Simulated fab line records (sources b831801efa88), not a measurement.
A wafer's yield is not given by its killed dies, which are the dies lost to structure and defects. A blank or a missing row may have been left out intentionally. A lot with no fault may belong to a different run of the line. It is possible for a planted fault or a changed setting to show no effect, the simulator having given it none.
A struck lot beside a sound one + flow gf180mcu + 15 out of 602 route steps
Sound: wafers L360.1, L360.2, L360.6. Wafers struck: L371.1, L371.3, L371.4. The cause is named last.
For every step that has rows: the tool of each side, followed by ch and its chambers, followed by its first start. Under that, the readings that differ: sound wafers + struck wafers + difference of the means + sigmas: that difference in standard deviations of wafers without a fault.
alike: readings whose means differ by less than 2 such deviations, and words and numbers that are the same on both sides. not compared: withheld readings, readings that some wafer has no value for, bounds like >300 that may hide the same value, and numbers for which the record gives no deviation and whose values overlap.
Wherever a step has rows on one side only, a row that says differs or no value, or a row with sigmas, the two part there. When numbers do not overlap yet have no deviation, they are printed without sigmas and do not part them. A reading missing from all wafers of one side parts the sides only when that side holds two or more wafers.

GF_NSD_CD_MEAS_07: the cd target is 400 nm.
  sound on cd-sem-01, day 14 01:37; struck on cd-sem-01, day 17 16:22
  alike: cd-nm
GF_NSD_OVL_MEAS_08:
  sound on overlay-01, day 14 01:44; struck on overlay-02, day 17 16:29
  alike: NSD_OVL
then, 2 steps without rows for these wafers: GF_NSD_IMPLANT_09; GF_NSD_IMPLANT_10.
GF_NSD_STRIP_11: strips in O2/N2.
  sound on plasma-asher-02 ch 0,1, day 14 02:05; struck on plasma-asher-02 ch 0,1, day 17 16:49
  alike: drypump-motor-current-A, heater-power-w, oes-product-au, strip-time-to-endpoint-s
  not compared: rf-hours-counter-h
GF_NSD_TW_MEAS_12:
  sound on film-metro-03, day 14 02:11; struck on film-metro-03, day 17 16:55
  alike: NSD_TW
then, 6 steps without rows for these wafers: GF_PSD_DEHYDRATE_00 (time 60 s); GF_PSD_HMDS_01 (prime time 60 s); GF_PSD_COAT_02 (resist thk 1000 nm); GF_PSD_SOFTBAKE_03 (time 60 s); GF_PSD_EXPOSE_04 (exposes mask Pplus, target cd 400 nm); GF_PSD_PEB_05.
GF_PSD_DEVELOP_06: develop time 61.21 s.
  sound on litho-track-03 ch 0, day 14 23:28; struck on litho-track-01 ch 0, day 18 15:56
| reading                | sound             | struck            | difference | sigmas |
|------------------------|-------------------|-------------------|------------|--------|
| chill-plate-temp-C (C) | 22.84 22.93 22.72 | 23.11 23.01 23.03 | +0.22      | +2     |
| developer-temp-C (C)   | 23.26 23.13 23.12 | 22.05 22.20 22.18 | -1.03      | -9     |
GF_PSD_CD_MEAS_07: the cd target is 400 nm.
  sound on cd-sem-01, day 14 23:40; struck on cd-sem-01, day 18 16:05
  alike: cd-nm
-- the record jumps here: 14 days lie between the struck wafers' starts before and after (it left off in module PSD and takes up again in module PASSIVATION, whose first step shown is number 602 of the route) --
GF_PASSIVATION_PROBE_99:
  record: rows for the struck wafers here (prober-02, day 32 15:36), none for the sound ones

WHERE THEY PART
At GF_PSD_DEVELOP_06 first; at GF_PASSIVATION_PROBE_99 last (within this record only).

WHY: the cause the simulator had injected
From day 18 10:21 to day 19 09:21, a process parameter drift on litho-track-01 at GF_PSD_DEVELOP_06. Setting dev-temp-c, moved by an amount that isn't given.
